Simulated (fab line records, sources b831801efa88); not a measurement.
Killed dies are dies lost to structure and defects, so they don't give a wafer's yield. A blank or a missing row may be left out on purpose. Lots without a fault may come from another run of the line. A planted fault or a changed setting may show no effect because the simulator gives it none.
Which tool did it? | flow sky130 | 12 lots, 36 wafers sampled, at 5 steps of a route of 708

WHAT THE GAUGES READ, wafer by wafer
SKY_LDD_HVN_TW_MEAS_10. Usual: LDD_HVN_TW 1463, standard deviation 20.
lot  | measured     | on            | LDD_HVN_TW     | flag
L748 | day 20 09:18 | film_metro-02 | 1449 1452 1447 |
L749 | day 20 15:19 | film_metro-04 | 1431 1434 1437 |
L757 | day 23 20:19 | film_metro-01 | 1487 1484 1482 |
L758 | day 24 16:53 | film_metro-02 | 1456 1462 1464 |
L764 | day 26 02:20 | film_metro-01 | 1472 1474 1466 |
L765 | day 26 12:30 | film_metro-01 | 1474 1466 1468 |
L766 | day 26 21:03 | film_metro-02 | 1452 1449 1450 |
L767 | day 27 03:24 | film_metro-04 | 1436 1435 1429 |
L768 | day 27 06:55 | film_metro-01 | 1488 1487 1478 |
L769 | day 27 15:41 | film_metro-02 | 1450 1455 1458 |
L770 | day 28 15:28 | film_metro-02 | 1464 1453 1457 |
L771 | day 28 18:16 | film_metro-04 | 1440 1434 1440 |

SKY_LDD_HVP_TW_MEAS_10. Usual: LDD_HVP_TW 458, standard deviation 3.1.
lot  | measured     | on            | LDD_HVP_TW  | flag
L748 | day 21 16:16 | film_metro-03 | 455 459 454 |
L749 | day 21 21:19 | film_metro-04 | 459 458 456 |
L757 | day 25 02:13 | film_metro-03 | 469 469 470 | OFF
L758 | day 25 22:17 | film_metro-03 | 470 470 471 | OFF
L764 | day 27 07:50 | film_metro-04 | 453 455 455 |
L765 | day 27 17:50 | film_metro-02 | 464 464 463 |
L766 | day 28 02:11 | film_metro-04 | 459 458 455 |
L767 | day 28 08:06 | film_metro-02 | 464 462 463 |
L768 | day 28 11:30 | film_metro-03 | 456 455 458 |
L769 | day 28 19:56 | film_metro-04 | 457 457 457 |
L770 | day 29 19:56 | film_metro-04 | 458 458 458 |
L771 | day 29 22:21 | film_metro-04 | 460 459 459 |

WHICH TOOL RAN EACH LOT (tool, then ch and the chambers of the sampled wafers, then the start)
lot  | SKY_GATE_OXIDE_STRIP_13              | SKY_LDD_HVP_IMPLANT_08          | SKY_LDD_HVP_STRIP_09
L748 | plasma_asher-01 ch 0,1, day 13 15:22 | implanter-01 ch 0, day 21 16:03 | plasma_asher-01 ch 0,1, day 21 16:11
L749 | plasma_asher-03 ch 0,1, day 13 22:50 | implanter-01 ch 0, day 21 21:04 | plasma_asher-02 ch 0,1, day 21 21:12
L757 | plasma_asher-01 ch 0,1, day 17 03:28 | implanter-01 ch 0, day 25 02:00 | plasma_asher-04 ch 0,1, day 25 02:08
L758 | plasma_asher-04 ch 0,1, day 17 21:02 | implanter-01 ch 0, day 25 22:03 | plasma_asher-04 ch 0,1, day 25 22:11
L764 | plasma_asher-04 ch 0,1, day 19 13:29 | implanter-02 ch 0, day 27 07:35 | plasma_asher-04 ch 0,1, day 27 07:44
L765 | plasma_asher-03 ch 0,1, day 19 19:17 | implanter-04 ch 0, day 27 17:35 | plasma_asher-02 ch 0,1, day 27 17:44
L766 | plasma_asher-04 ch 0,1, day 20 04:14 | implanter-04 ch 0, day 28 01:56 | plasma_asher-01 ch 0,1, day 28 02:05
L767 | plasma_asher-04 ch 0,1, day 20 11:56 | implanter-02 ch 0, day 28 07:53 | plasma_asher-01 ch 0,1, day 28 08:01
L768 | plasma_asher-04 ch 0,1, day 20 19:31 | implanter-02 ch 0, day 28 11:17 | plasma_asher-04 ch 0,1, day 28 11:25
L769 | plasma_asher-03 ch 0,1, day 21 01:50 | implanter-01 ch 0, day 28 19:41 | plasma_asher-04 ch 0,1, day 28 19:50
L770 | plasma_asher-03 ch 0,1, day 22 03:45 | implanter-02 ch 0, day 29 19:42 | plasma_asher-04 ch 0,1, day 29 19:50
L771 | plasma_asher-01 ch 0,1, day 22 04:51 | implanter-01 ch 0, day 29 22:06 | plasma_asher-04 ch 0,1, day 29 22:15
- SKY_GATE_OXIDE_STRIP_13: strips in O2/N2.
- SKY_LDD_HVP_IMPLANT_08
- SKY_LDD_HVP_STRIP_09: strips in O2/N2.

WHAT THE TOOLS THEMSELVES READ (means of the sampled wafers that have a number; where no wafer has one, the mark that the record gives instead)
SKY_GATE_OXIDE_STRIP_13. Usual: drypump_motor_current_A 5.7 A, standard deviation 0.53; oes_product_au 0.715 a.u., standard deviation 0.0047; strip_time_to_endpoint_s 14.16 s, standard deviation 0.033.
lot  | tool            | drypump_motor_current_A (A) | oes_product_au (a.u.) | strip_time_to_endpoint_s (s) | flag
L748 | plasma_asher-01 | 6.1                         | 0.715                 | 14.16                        |
L749 | plasma_asher-03 | 5.2                         | 0.717                 | 14.13                        |
L757 | plasma_asher-01 | 6.1                         | 0.716                 | 14.15                        |
L758 | plasma_asher-04 | 5.7                         | 0.712                 | 14.20                        |
L764 | plasma_asher-04 | 5.7                         | 0.715                 | 14.15                        |
L765 | plasma_asher-03 | 5.3                         | 0.712                 | 14.18                        |
L766 | plasma_asher-04 | 5.4                         | 0.710                 | 14.14                        |
L767 | plasma_asher-04 | 5.4                         | 0.713                 | 14.15                        |
L768 | plasma_asher-04 | 5.7                         | 0.715                 | 14.18                        |
L769 | plasma_asher-03 | 5.3                         | 0.716                 | 14.13                        |
L770 | plasma_asher-03 | 5.2                         | 0.713                 | 14.16                        |
L771 | plasma_asher-01 | 6.1                         | 0.717                 | 14.13                        |

SKY_LDD_HVP_IMPLANT_08. Usual: beam_energy_keV 20.000, standard deviation 0.0059.
lot  | tool         | beam_energy_keV | flag
L748 | implanter-01 | 20.004          |
L749 | implanter-01 | 19.999          |
L757 | implanter-01 | 23.106          | OFF
L758 | implanter-01 | 23.121          | OFF
L764 | implanter-02 | 20.001          |
L765 | implanter-04 | 19.999          |
L766 | implanter-04 | 19.993          |
L767 | implanter-02 | 20.003          |
L768 | implanter-02 | 20.003          |
L769 | implanter-01 | 20.003          |
L770 | implanter-02 | 20.008          |
L771 | implanter-01 | 20.002          |

SKY_LDD_HVP_STRIP_09. Usual: drypump_motor_current_A 5.8 A, standard deviation 0.49; oes_product_au 0.408 a.u., standard deviation 0.0046; strip_time_to_endpoint_s 4.133 s, standard deviation 0.012.
lot  | tool            | drypump_motor_current_A (A) | oes_product_au (a.u.) | strip_time_to_endpoint_s (s) | flag
L748 | plasma_asher-01 | 6.4                         | 0.411                 | 4.140                        |
L749 | plasma_asher-02 | 5.9                         | 0.410                 | 4.133                        |
L757 | plasma_asher-04 | 5.4                         | 0.411                 | 4.133                        |
L758 | plasma_asher-04 | 5.7                         | 0.408                 | 4.127                        |
L764 | plasma_asher-04 | 5.7                         | 0.410                 | 4.114                        |
L765 | plasma_asher-02 | 5.9                         | 0.411                 | 4.126                        |
L766 | plasma_asher-01 | 6.1                         | 0.405                 | 4.139                        |
L767 | plasma_asher-01 | 6.4                         | 0.404                 | 4.125                        |
L768 | plasma_asher-04 | 5.7                         | 0.406                 | 4.138                        |
L769 | plasma_asher-04 | 5.4                         | 0.407                 | 4.118                        |
L770 | plasma_asher-04 | 5.5                         | 0.409                 | 4.145                        |
L771 | plasma_asher-04 | 5.4                         | 0.411                 | 4.139                        |

THE ANSWER, worked out from the rows above alone
Rule: a lot is off if the mean of its wafers that have a number lies more than 3 standard deviations from the usual mean. A lot without any number at a reading at which 4 lots or more have one is off too. The other lots that the step has rows for count as sound. The gauges are gone through in route order, then the tools' own readings, and for those a lot's mean is taken as printed above. The first step at which some lot is off is used, and at that step the reading that is off furthest; a lot without a number counts as furthest.
Off: L757, L758, at SKY_LDD_HVP_TW_MEAS_10 (LDD_HVP_TW).
A tool fits if, at a process step before that reading, it ran every lot that is off, and no sound lot after the first of them. The gauges at SKY_LDD_HVP_TW_MEAS_10 aren't tried: what is off there is off at SKY_LDD_HVP_IMPLANT_08 too, on other tools, and a gauge's error can't cause that. None of those tried fits.

WHAT THE SIMULATOR HAD PUT IN
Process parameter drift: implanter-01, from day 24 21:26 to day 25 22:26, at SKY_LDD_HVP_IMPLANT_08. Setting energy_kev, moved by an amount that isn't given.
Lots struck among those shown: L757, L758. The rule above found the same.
